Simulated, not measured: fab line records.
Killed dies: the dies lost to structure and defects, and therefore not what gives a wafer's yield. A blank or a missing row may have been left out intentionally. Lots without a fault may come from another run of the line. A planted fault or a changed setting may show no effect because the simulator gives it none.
Comparing a struck lot with a sound one | flow sky130 | 16 out of 708 route steps
Sound: wafers L668.3, L668.5, L668.6. Struck: wafer L681.1. (L681.3, L681.4 of the same lot were not struck and are left out.) The cause comes at the end.
At each step with rows: each side's tool, then ch and its chambers, then its first start. Under that, the readings that differ: sound wafers | struck wafers | difference of the means | sigmas: that difference in standard deviations of wafers without a fault.
alike: readings whose means differ by less than 2 such deviations, and words and numbers that are the same on both sides. not compared: withheld readings, readings that some wafer has no value for, bounds like >300 that may hide the same value, and numbers for which the record gives no deviation and whose values overlap.
The two part at a step that has a row with sigmas, a row that says differs or no value, or rows on one side only. Numbers that don't overlap but have no deviation are shown without sigmas and don't part them. Lack of a reading on every wafer of one side parts them only where that side has two or more wafers.

first, 2 steps without rows for these wafers: SKY_METAL3_PEB_11; SKY_METAL3_DEVELOP_12 (develop time 60 s).
SKY_METAL3_CD_MEAS_13: the cd target is 300 nm.
  sound on cdSem-02 at day 38 11:23; struck on cdSem-01 at day 42 18:27
  alike: cdNm
SKY_METAL3_OVL_MEAS_14:
  sound on overlay-02 at day 38 11:29; struck on overlay-02 at day 42 18:34
  alike: METAL3_OVL
SKY_METAL3_DESCUM_15: chemistry O2, time 8 s.
  sound on rieMetal-03 ch 0,1, day 38 11:31; struck on rieMetal-02 ch 0, day 42 18:37
reading             | sound | struck | difference                   | sigmas
rfHoursCounterH (h) | - - - | 15     | no value on the sound wafers | 
  alike: drypumpMotorCurrentA, heBacksideLeakSccm, oesProductAu
SKY_METAL3_ETCH_16: etches BARC in N2/H2, stops on SiO2, time 88.2 s, target depth 60 nm.
  sound on rieMetal-03 ch 0,1, day 38 11:34; struck on rieMetal-02 ch 0, day 42 18:38
reading             | sound | struck | difference                   | sigmas
rfHoursCounterH (h) | - - - | 15     | no value on the sound wafers | 
  alike: drypumpMotorCurrentA, heBacksideLeakSccm, oesProductAu, throttleValvePct
SKY_METAL3_ETCH_17: etches SiO2 in C4F8/O2/Ar, stops on TiN, time 3.9 s, target depth 15 nm.
  sound on rieDiel-03 ch 0,3, day 38 11:38; struck on rieDiel-03 ch 0, day 42 18:44
reading             | sound             | struck | difference | sigmas
oesProductAu (a.u.) | 0.758 0.771 0.769 | 0.749  | -0.017     | -2
SKY_METAL3_METAL_ETCH_18: etches the open film in Cl2/BCl3, stops on SiO2, target depth 845 nm, time 183.1 s.
  sound on rieMetal-02 ch 0,1, day 38 11:43; struck on rieMetal-03 ch 1, day 42 18:46
reading             | sound | struck | difference                   | sigmas
rfHoursCounterH (h) | - - - | 10     | no value on the sound wafers | 
  alike: drypumpMotorCurrentA, heBacksideLeakSccm, mfcCl2Sccm, oesProductAu, throttleValvePct
SKY_METAL3_STRIP_19: strips in O2/N2.
  sound on plasmaAsher-03 ch 0,1, day 38 11:52; struck on plasmaAsher-01 ch 0, day 42 18:57
reading             | sound | struck | difference                   | sigmas
rfHoursCounterH (h) | - - - | 83     | no value on the sound wafers | 
  alike: drypumpMotorCurrentA, oesProductAu, stripTimeToEndpointS
then, 3 steps without rows for these wafers: SKY_METAL3_STRIP_20 (strips in post etch residue remover, time 1200 s); SKY_METAL3_CLEAN_21 (cleans in IPA, time 180 s); SKY_METAL3_CLEAN_22 (cleans in O3/DIW).
SKY_VIA3_HDPCVD_00: deposits SiO2, target thk 1635 nm, time 272.5 s.
  sound on hdpcvd-02 ch 0,1,2, day 38 12:28; struck on hdpcvd-02 ch 2, day 42 19:37
reading                                 | sound             | struck | difference | sigmas
runLengthS (s)                          | 301.2 300.0 300.5 | 327.6  | +27.0      | +54
model.SiO2_of_VIA3_HDPCVD_00.thkNm (nm) | 1612 1621 1630    | 1777   | +156       | 
  alike: pressureMtorr
SKY_VIA3_THK_MEAS_01:
  sound on filmMetro-04 at day 38 12:39; struck on filmMetro-03 at day 42 19:47
reading              | sound          | struck | difference | sigmas
VIA3_HDPCVD_THK (nm) | 1611 1620 1629 | 1778   | +158       | +9
then, 1 step without rows for these wafers: SKY_VIA3_CMP_02 (polishes SiO2).
SKY_PAD_OPEN_PROBE_99:
  rows exist in the record for the sound wafers here (prober-01, day 45 18:58), none for the struck ones

== WHERE THEY PART ==
Earliest at SKY_METAL3_DESCUM_15; latest, in this record, at SKY_PAD_OPEN_PROBE_99.

WHY: what the simulator had put in
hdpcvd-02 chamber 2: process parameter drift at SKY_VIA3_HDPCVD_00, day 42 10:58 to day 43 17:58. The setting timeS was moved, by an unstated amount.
